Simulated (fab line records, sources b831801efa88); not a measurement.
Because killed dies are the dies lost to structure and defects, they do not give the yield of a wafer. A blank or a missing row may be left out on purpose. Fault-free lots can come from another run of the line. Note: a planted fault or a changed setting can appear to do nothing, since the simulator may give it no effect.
One fault through the eyes of 2 desks | flow gf180mcu | numbers are kept per desk, each desk with only its own; the story behind them comes last

METROLOGY DESK
What the gauges read for every lot (on any tool): the sampled wafers with a number, averaged. Marked OUT: a lot whose mean sits more than 4 standard deviations from the usual mean, which makes it out of limits; the brackets give that distance.
Columns: A = VT_IMPLANT_4_TW at GF_VT_IMPLANT_TW_MEAS_43, usual 690; B = NSD_TW at GF_NSD_TW_MEAS_12, usual 4278
lot  | first seen here | A             | B
L100 | day 7 10:53     | 683           | 4282
L104 | day 8 13:30     | 700           | 4304
L105 | day 8 23:14     | 688           | 4200
L108 | day 9 19:34     | 692           | 4295
L109 | day 10 02:20    | 698           | 4254
L112 | day 10 20:14    | 689           | 4257
L117 | day 12 07:32    | 535 (-28) OUT | -
L120 | day 13 01:45    | 696           | 4332
L121 | day 13 09:23    | 687           | 4222
L122 | day 13 15:01    | 693           | 4327
L123 | day 14 03:14    | 685           | 4243
This desk reports L117 out of limits; the earliest was L117 at day 12 07:32 (VT_IMPLANT_4_TW at GF_VT_IMPLANT_TW_MEAS_43). In limits: L100, L104, L105, L108, L109, L112, L120, L121, L122, L123.

THE TOOL OWNER'S DESK: plasma asher-04
The tool's own readings at GF_VT_IMPLANT_STRIP_31 (strips in O2/N2): means of the sampled wafers that have a number, for each lot that ran on this tool. Marked OUT: a lot whose mean sits more than 4 standard deviations from the usual mean, which makes it out of limits; the brackets give that distance.
Columns: A = drypump motor current A at GF_VT_IMPLANT_STRIP_31, usual 5.6 A; B = heater power w at GF_VT_IMPLANT_STRIP_31, usual 333 W; C = oes product au at GF_VT_IMPLANT_STRIP_31, usual 0.715 a.u.; D = strip time to endpoint s at GF_VT_IMPLANT_STRIP_31, usual 12.62 s
lot  | first seen here | A   | B   | C               | D
L100 | day 6 18:29     | 5.3 | 355 | 0.717           | 12.60
L104 | day 7 20:59     | 5.2 | 334 | 0.715           | 12.59
L105 | day 8 06:32     | 5.2 | 341 | 0.714           | 12.60
L109 | day 9 08:38     | 5.3 | 354 | 0.718           | 12.67
L117 | day 11 13:03    | 5.3 | 354 | 0.957 (+51) OUT | -
Finding of this desk: L117 out of limits; the first was L117 at day 11 13:03, on oes product au at GF_VT_IMPLANT_STRIP_31. In limits: L100, L104, L105, L109.

ALL TOGETHER
The tool owner's desk had the chance to raise an alarm at day 11 13:03 on L117.
On L117, the metrology desk was in a position to raise an alarm at day 12 07:32.
All the named lots went through GF_VT_IMPLANT_STRIP_31 on plasma asher-04.

WHAT THE SIMULATOR HAD PUT IN
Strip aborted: plasma asher-04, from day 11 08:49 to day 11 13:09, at GF_VT_IMPLANT_STRIP_31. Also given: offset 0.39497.
Struck lots among those shown: L117.
Hours from the fault's start to each desk's first reading out of limits: the tool owner's desk, 4; the metrology desk, 23.
